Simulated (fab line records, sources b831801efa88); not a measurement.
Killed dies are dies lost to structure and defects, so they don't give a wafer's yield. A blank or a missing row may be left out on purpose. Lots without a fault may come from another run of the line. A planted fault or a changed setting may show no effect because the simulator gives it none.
fab line records | flow sfq_line
record lots=6 wafers=18 last_day=95
route steps=325 shown I2@111 M3@118
lots that met no fault: from a run of the same line without faults
start_h: hours from the record's first day to the start of the lot's first wafer shown | wait_h: hours since the lot's step before | " the same as in the row above | L1.1+2: a row that stands for several wafers | - no value, or no start given | * or withheld: withheld | < > ~ a bound
route shown NAME@n: a module of which the file shows steps, and the number in the route of the first | usual: mean/standard deviation of fault-free wafers | same: alike in all rows | chamber/n: place in a boat | sites: the reading at each site | _std_site: their standard deviation | _edge_site: outer sites' mean less inner sites' | radius_mm: how far each site lies from the wafer's centre | mask NAME#n: copy n | behind: the tool/chamber that last shaped the wafer | hold: why the lot was held/for how many hours/how that ended | device: the transistor (n, p or np) that didn't switch | end of line: the same wafers' tests at the end of the route | a step without rows: its recipe alone | killed: dies lost to structure and defects at the first sort, not the wafer's yield | map: a wafer's dies, x killed, . not, _ none there
set.NAME: the setting as run; set.NAME@STEP: as run at that earlier step | model.NAME: the simulator's own value behind a step, which no gauge read
lots at some steps of the route; a table a step, a row a wafer
services: from which hour (start_h, from the record's first day; less than 0 if before it) a tool's chamber was out of use, for how many hours, and why
## steps
# step SFQ_TRILAYER_I2_VIA_LITHO_PEB_070
# recipe peb_temp_c=115 peb_time_s=60 resist=KrF
# step SFQ_TRILAYER_I2_VIA_LITHO_DEVELOP_069
# recipe time_s=60 resist=KrF
# step SFQ_I2_OVL_MEAS_918
# usual I2_OVL=-3/6.1
# columns lot.wafer tool chamber start_h wait_h I2_OVL[nm]
L928.1 overlay-01 - 883.40 0.1 4
L928.5 " - " " -2
L928.6 " - " " 4
L932.1 overlay-02 - 891.80 0.1 1
L932.2 " - " " 2
L932.6 " - " " 7
L940.3 overlay-02 - 909.00 0.1 2
L940.4 " - " " 3
L940.5 " - " " 7
L942.3 overlay-02 - 916.20 0.1 -6
L942.4 " - " " -7
L942.5 " - " " -11
L950.1 overlay-02 - 1049.39 0.1 -1
L950.2 " - " " -3
L950.5 " - " " -6
L951.2 overlay-02 - 1055.39 0.1 0
L951.4 " - " " 1
L951.5 " - " " -9
# step SFQ_TRILAYER_I2_VIA_BARC_OPEN_VIA_ETCH_096
# recipe mask_material=PR chemistry=O2 target_depth_nm=125 target=BARC source_w=500 bias_w=80 pressure_mtorr=30 time_s=41.7
# usual drypump_motor_current_A=5.6/0.47 oes_product_au=0.685/0.0045
# columns lot.wafer tool chamber start_h wait_h drypump_motor_current_A oes_product_au rf_hours_counter_h
L928.1 rie_diel-01 3 883.43 0.0 5.7 0.685 20
L928.5 " 2 " " 6.0 0.681 -
L928.6 " 1 " " 5.3 0.694 -
L932.1 rie_diel-04 3 891.83 0.0 4.9 0.681 11
L932.2 " 2 " " 4.7 0.684 8
L932.6 " 2 " " 4.6 0.686 -
L940.3 rie_diel-04 3 909.02 0.0 4.9 0.681 11
L940.4 " 0 " " 6.6 0.685 8
L940.5 " 3 " " 4.9 0.684 -
L942.3 rie_diel-01 0 916.22 0.0 5.4 0.692 1
L942.4 " 1 " " 5.3 0.690 -
L942.5 " 3 " " 5.6 0.686 -
L950.1 rie_diel-02 0 1049.42 0.0 5.6 0.685 4
L950.2 " 2 " " 5.1 0.693 6
L950.5 " 3 " " 6.0 0.686 -
L951.2 rie_diel-02 3 1055.42 0.0 6.0 0.687 16
L951.4 " 0 " " 5.6 0.689 4
L951.5 " 2 " " 5.1 0.693 -
# step SFQ_TRILAYER_I2_VIA_ETCH_VIA_ETCH_070
# recipe target=SiO2 stop_on=Nb mask_material=PR taper_deg=20 chemistry=CHF3 target_depth_nm=260 source_w=500 bias_w=80 pressure_mtorr=30 time_s=withheld
# usual drypump_motor_current_A=5.6/0.47 oes_product_au=0.856/0.0055
# columns lot.wafer tool chamber start_h wait_h drypump_motor_current_A oes_product_au
L928.1 rie_diel-01 3 883.47 0.0 5.7 0.841
L928.5 " 2 " " 6.0 0.869
L928.6 " 1 " " 5.3 0.848
L932.1 rie_diel-04 3 891.87 0.0 5.0 0.856
L932.2 " 2 " " 4.7 0.859
L932.6 " 2 " " 4.7 0.857
L940.3 rie_diel-04 3 909.06 0.0 4.9 0.852
L940.4 " 0 " " 6.5 0.860
L940.5 " 3 " " 4.9 0.852
L942.3 rie_diel-01 0 916.26 0.0 5.4 0.853
L942.4 " 1 " " 5.3 0.849
L942.5 " 3 " " 5.7 0.858
L950.1 rie_diel-02 0 1049.46 0.0 5.6 0.852
L950.2 " 2 " " 5.1 0.858
L950.5 " 3 " " 6.0 0.846
L951.2 rie_diel-02 3 1055.46 0.0 6.0 0.858
L951.4 " 0 " " 5.6 0.855
L951.5 " 2 " " 5.1 0.862
# step SFQ_TRILAYER_I2_VIA_STRIP_STRIP_071
# recipe gas=O2 power_w=200 platen_temp_c=40 overash_fraction=0.65 chemistry=O2 pressure_mtorr=50
# usual drypump_motor_current_A=5.6/0.36 oes_product_au=1.006/0.0063 platen_temp_c=39.96/0.12
# columns lot.wafer tool chamber start_h wait_h drypump_motor_current_A oes_product_au platen_temp_c rf_hours_counter_h
L928.1 rie_metal-02 0 883.59 - 5.4 1.015 39.89 99
L928.5 " 1 " " 6.2 1.004 39.92 -
L928.6 " 0 " " 5.4 1.008 39.92 -
L932.1 rie_metal-01 1 891.99 - 5.5 1.009 39.89 129
L932.2 " 0 " " 5.9 0.999 40.21 115
L932.6 " 0 " " 5.9 1.012 40.14 -
L940.3 rie_metal-02 0 909.37 - 5.4 1.008 40.02 -
L940.4 " 1 " " 6.2 0.997 39.93 -
L940.5 " 0 " " 5.4 1.006 40.04 -
L942.3 rie_metal-02 0 916.57 - 5.4 1.001 39.90 -
L942.4 " 1 " " 6.2 0.997 39.97 -
L942.5 " 1 " " 6.2 1.001 39.96 -
L950.1 rie_metal-03 1 1049.57 - 5.3 0.998 39.88 116
L950.2 " 0 " " 5.4 1.007 40.08 97
L950.5 " 0 " " 5.4 1.002 39.93 -
L951.2 rie_metal-01 0 1055.57 - 5.9 1.005 39.98 3
L951.4 " 0 " " 5.9 1.009 39.90 -
L951.5 " 1 " " 5.4 1.021 39.89 -
# step SFQ_TRILAYER_I2_VIA_STRIP_SOLV_CLEAN_072
# recipe chemistry=NMP temp_c=70 time_s=600
# step SFQ_TRILAYER_M3_DEP_PRE_CLEAN_074
# recipe gas=Ar time_s=22.5 bias_v=250
# step SFQ_TRILAYER_M3_DEP_SPUTTER_073
# recipe material=Nb base_pressure_pa=1.33e-06 chamber_pressure_pa=0.1333 substrate_temp_c=20 resputter_cathode_voltage_v=400 target_thk_nm=200 power_w=2000 time_s=133.3
# usual throttle_valve_pct=29.6/1.4
# columns lot.wafer tool chamber start_h wait_h throttle_valve_pct
L928.1 pvd_sputter-05 - 884.39 0.0 31.3
L928.5 " - " " 31.2
L928.6 " - " " 26.6
L932.1 pvd_sputter-06 - 892.79 0.0 30.2
L932.2 " - " " 31.0
L932.6 " - " " 30.9
L940.3 pvd_sputter-06 - 909.98 0.0 30.3
L940.4 " - " " 29.5
L940.5 " - " " 29.2
L942.3 pvd_sputter-05 - 917.18 0.0 26.5
L942.4 " - " " 29.6
L942.5 " - " " 31.2
L950.1 pvd_sputter-06 - 1050.39 0.0 30.8
L950.2 " - " " 30.1
L950.5 " - " " 31.0
L951.2 pvd_sputter-06 - 1056.38 0.0 29.4
L951.4 " - " " 30.0
L951.5 " - " " 30.0
# step SFQ_M3_RS_MEAS_919
# recipe thk_meas_gauge=four-point-probe reads=Nb_of_TRILAYER_M3_DEP_SPUTTER_073
# usual M3_NB_RS=0.893/0.0093
# columns lot.wafer tool chamber start_h wait_h M3_NB_RS[ohm/sq]
L928.1 film_metro-03 - 884.48 0.0 0.889
L928.5 " - " " 0.891
L928.6 " - " " 0.905
L932.1 film_metro-03 - 892.88 0.0 0.894
L932.2 " - " " 0.891
L932.6 " - " " 0.881
L940.3 film_metro-02 - 910.11 0.1 0.897
L940.4 " - " " 0.897
L940.5 " - " " 0.891
L942.3 film_metro-03 - 917.31 0.1 0.884
L942.4 " - " " 0.887
L942.5 " - " " 0.876
L950.1 film_metro-01 - 1050.48 0.0 0.883
L950.2 " - " " 0.878
L950.5 " - " " 0.882
L951.2 film_metro-02 - 1056.49 0.1 0.896
L951.4 " - " " 0.906
L951.5 " - " " 0.907
# step SFQ_TRILAYER_M3_LITHO_COAT_080
# recipe resist=BARC spin_rpm=3000 resist_thk_nm=62
# step SFQ_TRILAYER_M3_LITHO_COAT_075
# recipe resist=KrF spin_rpm=3000 resist_thk_nm=600
# columns lot.wafer tool chamber start_h wait_h model.KrF_of_TRILAYER_M3_LITHO_COAT_075.thk_nm
L928.1 litho_track-03 0 884.96 0.2 603.9
L928.5 " 0 " " 601.7
L928.6 " 0 " " 602.2
L932.1 litho_track-01 0 893.36 0.2 597.2
L932.2 " 0 " " 600.2
L932.6 " 0 " " 599.5
L940.3 litho_track-03 0 910.65 0.2 514.6
L940.4+5 " 0 " " 602.8
L942.3 litho_track-03 0 917.85 0.2 511.2
L942.4 " 0 " " 599.8
L942.5 " 0 " " 600.2
L950.1 litho_track-01 0 1050.96 0.2 598.1
L950.2 " 0 " " 595.7
L950.5 " 0 " " 596.5
L951.2 litho_track-04 0 1057.00 0.2 599.9
L951.4 " 0 " " 599.1
L951.5 " 0 " " 599.5
# step SFQ_TRILAYER_M3_LITHO_SOFTBAKE_079
# recipe temp_c=withheld time_s=withheld resist=KrF
# step SFQ_TRILAYER_M3_LITHO_EXPOSE_076
# recipe mask_id=M3 na=0.6 source_shape=conventional sigma_outer=0.65 target_cd_nm=500 dose_mj=14.4
# step SFQ_TRILAYER_M3_LITHO_PEB_078
# recipe peb_temp_c=115 peb_time_s=60 resist=KrF
# step SFQ_TRILAYER_M3_LITHO_DEVELOP_077
# recipe time_s=60 resist=KrF
# step SFQ_M3_OVL_MEAS_921
# usual M3_OVL=1/6.4
# columns lot.wafer tool chamber start_h wait_h M3_OVL[nm]
L928.1 overlay-02 - 987.09 0.1 5
L928.5 " - " " 2
L928.6 " - " " 7
L932.1 overlay-02 - 997.89 0.1 -2
L932.2 " - " " 6
L932.6 " - " " 3
L940.3 overlay-02 - 1016.00 0.1 -8
L940.4 " - " " 1
L940.5 " - " " -6
L942.3 overlay-02 - 1019.60 0.1 4
L942.4 " - " " 8
L942.5 " - " " 11
L950.1 overlay-02 - 1058.99 0.1 -1
L950.2 " - " " -1
L950.5 " - " " 0
L951.2 overlay-02 - 1060.19 0.1 -5
L951.4 " - " " 0
L951.5 " - " " 6
# step SFQ_TRILAYER_M3_BARC_OPEN_METAL_ETCH_100
# recipe mask_material=PR chemistry=O2 target_depth_nm=125 target=BARC icp_w=600 bias_w=80 pressure_mtorr=10 time_s=41.7
# usual drypump_motor_current_A=5.50/0.25 oes_product_au=0.685/0.0046
# columns lot.wafer tool chamber start_h wait_h drypump_motor_current_A oes_product_au rf_hours_counter_h model.M3.cd_nm
L928.1 rie_metal-03 1 987.12 0.0 5.28 0.686 104 499.9
L928.5 " 1 " " 5.28 0.686 - 500.8
L928.6 " 0 " " 5.36 0.680 - 501
L932.1 rie_metal-01 1 997.92 0.0 5.45 0.689 8 498
L932.2 " 0 " " 5.86 0.677 134 498.8
L932.6 " 1 " " 5.46 0.689 - 499.4
L940.3 rie_metal-01 1 1016.06 0.1 5.43 0.683 - 495.6
L940.4 " 1 " " 5.45 0.688 - 498.3
L940.5 " 1 " " 5.44 0.687 - 497.7
L942.3 rie_metal-01 1 1019.66 0.1 5.44 0.687 - 495.7
L942.4 " 1 " " 5.48 0.690 - 498.4
L942.5 " 1 " " 5.46 0.684 - 498.9
L950.1 rie_metal-03 1 1059.02 0.0 5.29 0.681 118 499.5
L950.2 " 0 " " 5.36 0.684 99 499.6
L950.5 " 1 " " 5.31 0.691 - 499.9
L951.2 rie_metal-04 1 1060.24 0.0 6.04 0.674 - 498
L951.4 " 1 " " 6.06 0.681 - 497.6
L951.5 " 1 " " 6.07 0.685 - 498.5
# step SFQ_TRILAYER_M3_ETCH_METAL_ETCH_078
# recipe target=Nb stop_on=SiO2 mask_material=PR chemistry=Cl2/Ar target_depth_nm=240 icp_w=600 bias_w=80 pressure_mtorr=10 time_s=120
# usual drypump_motor_current_A=5.50/0.24 oes_product_au=0.893/0.0069
# columns lot.wafer tool chamber start_h wait_h drypump_motor_current_A oes_product_au rf_hours_counter_h model.KrF_of_TRILAYER_M3_LITHO_COAT_075.thk_nm model.M3.cd_nm
L928.1 rie_metal-03 1 987.18 0.0 5.28 0.899 104 383.8 499.5
L928.5 " 1 " " 5.30 0.900 - 381.6 500.3
L928.6 " 0 " " 5.35 0.886 - 381.6 499.5
L932.1 rie_metal-01 1 997.98 0.0 5.45 0.884 8 375.2 498.8
L932.2 " 0 " " 5.85 0.897 134 381.1 499.5
L932.6 " 1 " " 5.45 0.896 - 376.8 499.9
L940.3 rie_metal-01 1 1016.22 0.1 5.45 0.887 - 293.8 495.1
L940.4 " 1 " " 5.47 0.887 - 380.8 497.5
L940.5 " 1 " " 5.45 0.885 - 380.9 497.4
L942.3 rie_metal-01 1 1019.82 0.1 5.47 0.896 - 289.8 495.1
L942.4 " 1 " " 5.46 0.898 - 378.4 498.2
L942.5 " 1 " " 5.46 0.904 - 379.4 498.8
L950.1 rie_metal-03 1 1059.08 0.0 5.30 0.898 118 376.8 498
L950.2 " 0 " " 5.37 0.898 99 374 499.6
L950.5 " 1 " " 5.31 0.895 - 376.2 498.2
L951.2 rie_metal-04 1 1060.38 0.1 6.03 0.895 - 378.2 497.1
L951.4 " 1 " " 6.03 0.889 - 376.6 497.4
L951.5 " 1 " " 6.06 0.878 - 378.7 497.7
# step SFQ_TRILAYER_M3_STRIP_STRIP_079
# recipe gas=O2 power_w=200 platen_temp_c=40 overash_fraction=0.65 chemistry=O2 pressure_mtorr=50
# usual drypump_motor_current_A=5.50/0.25 oes_product_au=1.008/0.0076 platen_temp_c=39.99/0.11
# columns lot.wafer tool chamber start_h wait_h drypump_motor_current_A oes_product_au platen_temp_c rf_hours_counter_h
L928.1 rie_metal-03 1 987.31 0.1 5.29 1.023 39.98 104
L928.5 " 1 " " 5.30 1.006 40.08 -
L928.6 " 0 " " 5.38 1.013 39.95 -
L932.1 rie_metal-01 1 998.11 0.1 5.45 0.995 39.98 8
L932.2 " 0 " " 5.90 0.999 40.28 134
L932.6 " 1 " " 5.42 1.006 39.88 -
L940.3 rie_metal-01 1 1016.79 0.5 5.45 1.005 39.96 -
L940.4 " 1 " " 5.46 1.004 39.99 -
L940.5 " 1 " " 5.45 1.016 40.00 -
L942.3 rie_metal-01 1 1020.39 0.5 5.46 1.008 40.05 -
L942.4 " 1 " " 5.45 1.023 39.91 -
L942.5 " 1 " " 5.46 1.009 40.02 -
L950.1 rie_metal-03 1 1059.21 0.1 5.31 1.005 40.08 118
L950.2 " 0 " " 5.36 1.013 40.01 100
L950.5 " 1 " " 5.28 1.008 40.15 -
L951.2 rie_metal-04 1 1060.79 0.4 6.08 1.002 40.00 -
L951.4 " 1 " " 6.08 1.001 39.79 -
L951.5 " 1 " " 6.07 1.002 39.89 -
## services
# columns tool chamber start_h hours kind
rie_metal-03 0 867.72 4.5 repair
rie_diel-01 3 870.62 3.2 repair
rie_metal-04 0 871.60 8.3 repair
rie_metal-01 - 879.37 2.8 pm
rie_metal-02 1 885.18 5.5 repair
rie_diel-02 0 891.61 22.4 repair
rie_metal-01 1 901.27 3.4 repair
rie_diel-01 2 905.90 20.9 repair
rie_diel-04 2 915.97 9.5 repair
rie_diel-02 2 926.22 39.9 repair
rie_diel-01 3 928.59 5.7 repair
rie_metal-01 1 942.85 - clean
rie_metal-01 1 942.85 17.9 scheduled_down
rie_metal-01 0 964.07 6.5 repair
pvd_sputter-06 - 965.19 0.8 repair
rie_diel-04 - 974.12 2.8 pm
rie_diel-02 1 991.65 2.4 repair
rie_diel-02 3 992.14 2.2 repair
rie_metal-04 - 1006.30 28.1 pm
rie_diel-04 0 1016.21 4.6 repair
rie_metal-01 - 1018.91 0.2 repair
rie_metal-04 - 1050.96 1.0 repair
rie_metal-02 - 1053.90 2.8 pm
rie_metal-04 0 1059.79 4.8 repair
## key
first_sign none at tools or gauges
model_effect step=SFQ_TRILAYER_M3_LITHO_COAT_075 value=KrF_of_TRILAYER_M3_LITHO_COAT_075.thk_nm without=600.6 struck=512.9
model_effect step=SFQ_TRILAYER_M3_BARC_OPEN_METAL_ETCH_100 value=M3.cd_nm without=499.4 struck=495.7
model_effect step=SFQ_TRILAYER_M3_ETCH_METAL_ETCH_078 value=KrF_of_TRILAYER_M3_LITHO_COAT_075.thk_nm without=379.5 struck=291.8
met_at SFQ_TRILAYER_M3_LITHO_COAT_075
struck_wafers L940.3,L942.3
onset_between 884.96 910.65
fault kind=process_parameter_drift tool=litho_track-03 chamber=- onset_h=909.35 steps=SFQ_TRILAYER_M3_LITHO_COAT_075 channel=resist_thk_nm offset=-87.613 shape=step end_h=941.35 scope=struck_wafers_only acts_in=these_recipes_only stated=600
